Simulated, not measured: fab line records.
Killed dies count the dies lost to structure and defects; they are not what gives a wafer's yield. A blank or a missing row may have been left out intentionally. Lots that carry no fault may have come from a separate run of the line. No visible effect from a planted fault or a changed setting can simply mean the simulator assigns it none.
Struck lot and sound lot, side by side | flow gf180mcu | 14 steps out of a route of 602
Sound: the wafers L983.2, L983.4, L983.5. The struck wafers were L981.1, L981.3, L981.5. The cause is named last.
Each step with rows lists, per side, the tool, then ch with its chambers, then its first start. Under that, the readings that differ: sound wafers | struck wafers | difference of the means | sigmas: that difference in standard deviations of wafers without a fault.
alike: a reading whose means differ by less than 2 such deviations, as well as words and numbers matching on both sides. not compared: withheld readings; readings where some wafer has no value; bounds like >300 that might hide an equal value; numbers whose values overlap and for which the record gives no deviation.
A row with sigmas, a row that says differs or no value, or rows on one side alone: a step with any of these is where the two part. Numbers that don't overlap but have no deviation are shown without sigmas and don't part them. Lack of a reading on every wafer of one side parts them only where that side has two or more wafers.

first, 1 step without rows for these wafers: GF_V2_CVD_00 (deposits SiO2, target thk 600 nm, time 100 s).
GF_V2_THK_MEAS_01:
  sound on film-metro-04 at day 25 00:50; struck on film-metro-03 at day 24 09:50
  alike: V2_CVD_00_THK
GF_V2_CVD_02: deposits SiO2 from TEOS, target thk 850 nm, time 94.851 s.
  sound on pecvd-03 ch 0,1,2, day 25 00:53; struck on pecvd-03 ch 0,1, day 24 09:54
  alike: heater-power-w
GF_V2_THK_MEAS_03:
  sound on film-metro-01 at day 25 00:58; struck on film-metro-01 at day 24 09:58
  alike: V2_CVD_02_THK
GF_V2_CMP_04: polishes SiO2.
  sound on cmp-01 ch 0,1,2, day 25 01:04; struck on cmp-01 ch 0,3, day 24 10:02
  alike: motor-current-A, time-to-endpoint-s
GF_V2_BOW_MEAS_05:
  sound on film-metro-01 at day 25 01:20; struck on film-metro-01 at day 24 10:20
  alike: V2_BOW
then, 6 steps without rows for these wafers: GF_V2_DEHYDRATE_06 (time 60 s); GF_V2_HMDS_07 (prime time 60 s); GF_V2_COAT_08; GF_V2_COAT_09 (resist thk 989.2 nm); GF_V2_SOFTBAKE_10 (time 60 s); GF_V2_EXPOSE_11 (exposes mask Via2, target cd 260 nm).
GF_V2_PEB_12: peb time 90 s.
  sound on litho-track-03 ch 0, day 25 22:18; struck on litho-track-03, day 25 08:13
  no value came back on the struck wafers for chill-plate-temp-C (C), exhaust-pa (Pa); on the sound wafers chill-plate-temp-C (C) reads 23.18 23.28 23.28
then, 1 step without rows for these wafers: GF_V2_DEVELOP_13 (develop time 60 s).

WHERE THEY PART
Only at GF_V2_PEB_12, within this record.

WHY: what the simulator had put in
Beginning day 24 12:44, the whole step at GF_V2_PEB_12 was skipped on litho-track-03. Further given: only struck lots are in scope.
